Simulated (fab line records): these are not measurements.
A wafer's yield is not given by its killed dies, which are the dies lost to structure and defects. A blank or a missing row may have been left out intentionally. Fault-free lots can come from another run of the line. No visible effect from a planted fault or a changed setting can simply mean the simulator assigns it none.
Which tool was responsible?	flow sky130	12 lots with 31 wafers sampled at 6 steps, on a route of 708 steps

WHAT THE GAUGES READ, wafer by wafer
SKY_POLY_CUT_CD_MEAS_08: target cd 270 nm. Usual: cd nm 269.8 nm, standard deviation 1.6.
lot	measured	on	cd nm (nm)	flag
L243	day 24 19:25	cd sem-02	271.9 272.6 271.2	
L246	day 26 08:22	cd sem-02	271.2 270.6	
L249	day 27 02:58	cd sem-01	268.3	
L248	day 27 05:35	cd sem-02	268.1	
L254	day 28 17:58	cd sem-01	267.0 268.5 267.7	
L257	day 30 05:57	cd sem-02	273.0 272.5 273.0	
L260	day 30 12:09	cd sem-01	270.6 268.2 268.9	
L261	day 30 17:59	cd sem-01	269.0 268.6 269.9	
L262	day 31 03:00	cd sem-02	269.3 268.5 268.8	
L263	day 31 04:53	cd sem-02	269.0 270.2 268.1	
L264	day 31 22:28	cd sem-01	267.5 267.5 267.1	
L265	day 31 23:58	cd sem-02	271.0 271.2 271.1	

SKY_SD_P_OVL_MEAS_08. Usual: SD_P_OVL -0.5 nm, standard deviation 1.6.
lot	measured	on	SD_P_OVL (nm)	flag
L243	day 26 01:11	overlay-01	-0.9 -2.2 -2.5	
L246	day 27 13:35	overlay-02	1.3 1.9	
L249	day 28 06:16	overlay-01	-0.6	
L248	day 28 08:26	overlay-01	3.8	
L254	day 29 22:01	overlay-01	1.6 3.1 3.1	
L257	day 31 10:09	overlay-02	2.0 -0.7 -0.1	
L260	day 31 16:14	overlay-02	-1.5 -0.2 -0.8	
L261	day 31 21:38	overlay-01	-0.9 -1.4 0.7	
L262	day 32 06:53	overlay-01	-1.2 -1.1 -0.8	
L263	day 32 08:05	overlay-02	1.4 -2.1 -0.4	
L264	day 33 01:53	overlay-01	-0.9 -1.9 -0.3	
L265	day 33 04:01	overlay-01	-1.2 -0.6 -0.4	

SKY_LI_CONTACT_BOW_MEAS_03. Usual: LI_CONTACT_BOW 54 um, standard deviation 6.8.
lot	measured	on	LI_CONTACT_BOW (um)	flag
L243	day 28 11:44	film metro-02	67 53 59	
L246	day 30 03:21	film metro-01	61 52	
L249	day 31 04:19	film metro-02	49	
L248	day 30 18:14	film metro-01	48	
L254	day 32 07:38	film metro-01	63 51 40	
L257	day 33 18:40	film metro-01	72 64 58	
L260	day 34 00:31	film metro-01	61 51 50	
L261	day 34 04:27	film metro-02	53 61 50	
L262	day 34 12:41	film metro-02	48 42 53	
L263	day 34 15:34	film metro-01	53 61 54	
L264	day 35 08:59	film metro-01	71 61 60	
L265	day 35 10:29	film metro-01	61 56 44	

SKY_LI_CONTACT_RS_MEAS_22: a four-point-probe measurement. Usual: LI_CONTACT_W_RS 0.286 ohm/sq, standard deviation 0.0044.
lot	measured	on	LI_CONTACT_W_RS (ohm/sq)	flag
L243	day 29 16:16	film metro-01	0.282 0.283 0.282	
L246	day 31 04:52	film metro-01	0.246 0.281 0.247 0.280	OFF
L249	day 31 20:07	film metro-02	0.245 0.244	OFF
L248	day 31 22:43	film metro-02	0.248 0.248	OFF
L254	day 33 10:45	film metro-01	0.288 0.293 0.291	
L257	day 34 22:11	film metro-02	0.286 0.288 0.286	
L260	day 35 04:16	film metro-01	0.286 0.287 0.281	
L261	day 35 08:10	film metro-02	0.287 0.289 0.292	
L262	day 35 15:38	film metro-02	0.288 0.286 0.284	
L263	day 35 18:59	film metro-02	0.286 0.287 0.286	
L264	day 36 12:08	film metro-02	0.289 0.286 0.284	
L265	day 36 13:46	film metro-02	0.290 0.289 0.288	

SKY_LI_CONTACT_THK_MEAS_23: measures by xrf. Usual: LI_CONTACT_W_THK 403 nm, standard deviation 7.7.
lot	measured	on	LI_CONTACT_W_THK (nm)	flag
L243	day 29 16:23	film metro-01	404 402 403	
L246	day 31 08:04	film metro-01	457 403 457 403	OFF
L249	day 32 01:20	film metro-02	480 477	OFF
L248	day 32 03:28	film metro-02	472 469	OFF
L254	day 33 10:52	film metro-01	395 393 392	
L257	day 34 22:17	film metro-02	406 404 406	
L260	day 35 04:23	film metro-01	401 401 407	
L261	day 35 08:17	film metro-02	409 403 401	
L262	day 35 15:44	film metro-02	403 409 410	
L263	day 35 19:06	film metro-02	409 409 404	
L264	day 36 12:15	film metro-02	404 410 409	
L265	day 36 13:53	film metro-02	399 402 403	

WHICH TOOL RAN EACH LOT (tool, then ch and the chambers of the sampled wafers, then the start)
lot	SKY_LI_CONTACT_CVD_21
L243	cvd w-01 ch 0,1, day 29 16:08
L246	cvd w-01 ch 1, day 31 04:43
L249	cvd w-01 ch 0, day 31 19:58
L248	cvd w-01 ch 0, day 31 22:34
L254	cvd w-02 ch 0, day 33 10:37
L257	cvd w-01 ch 0,1, day 34 22:04
L260	cvd w-01 ch 0,1, day 35 04:08
L261	cvd w-02 ch 0,1, day 35 08:01
L262	cvd w-02 ch 0,1, day 35 15:31
L263	cvd w-01 ch 0,1, day 35 18:50
L264	cvd w-01 ch 0,1, day 36 12:01
L265	cvd w-01 ch 0, day 36 13:38
- SKY_LI_CONTACT_CVD_21: deposits W, target thk 400 nm, time 120.56 s.

AS READ BY THE TOOLS THEMSELVES (means over the sampled wafers that have a number; for cases with no such wafer, the mark the record gives instead)
SKY_LI_CONTACT_CVD_21. Usual: heater power w 964 W, standard deviation 85.
lot	tool	heater power w (W)	flag
L243	cvd w-01	1002	
L246	cvd w-01	942	
L249	cvd w-01	1079	
L248	cvd w-01	1095	
L254	cvd w-02	864	
L257	cvd w-01	1033	
L260	cvd w-01	1034	
L261	cvd w-02	880	
L262	cvd w-02	877	
L263	cvd w-01	1046	
L264	cvd w-01	1039	
L265	cvd w-01	1088	

THE ANSWER, worked out from the rows above alone
Rule: take the mean of a lot's wafers that have a number; if it is more than 3 standard deviations from the usual mean, the lot is off. A lot without any number at a reading at which 4 lots or more have one is off too. Where the step has rows for the other lots, those lots are counted as sound. The gauges are gone through in route order, then the tools' own readings, and for those a lot's mean is taken as printed above. The first step at which some lot is off is used, and at that step the reading that is off furthest; a lot without a number counts as furthest.
Off: at SKY_LI_CONTACT_RS_MEAS_22 (LI_CONTACT_W_RS), L246, L249, L248.
If a tool, at a process step before that reading, ran all the lots that are off and no sound lot after the first of them, it fits. The gauges at SKY_LI_CONTACT_RS_MEAS_22 are tried like those tools. No candidate that was tried fits.

WHAT THE SIMULATOR HAD INSERTED
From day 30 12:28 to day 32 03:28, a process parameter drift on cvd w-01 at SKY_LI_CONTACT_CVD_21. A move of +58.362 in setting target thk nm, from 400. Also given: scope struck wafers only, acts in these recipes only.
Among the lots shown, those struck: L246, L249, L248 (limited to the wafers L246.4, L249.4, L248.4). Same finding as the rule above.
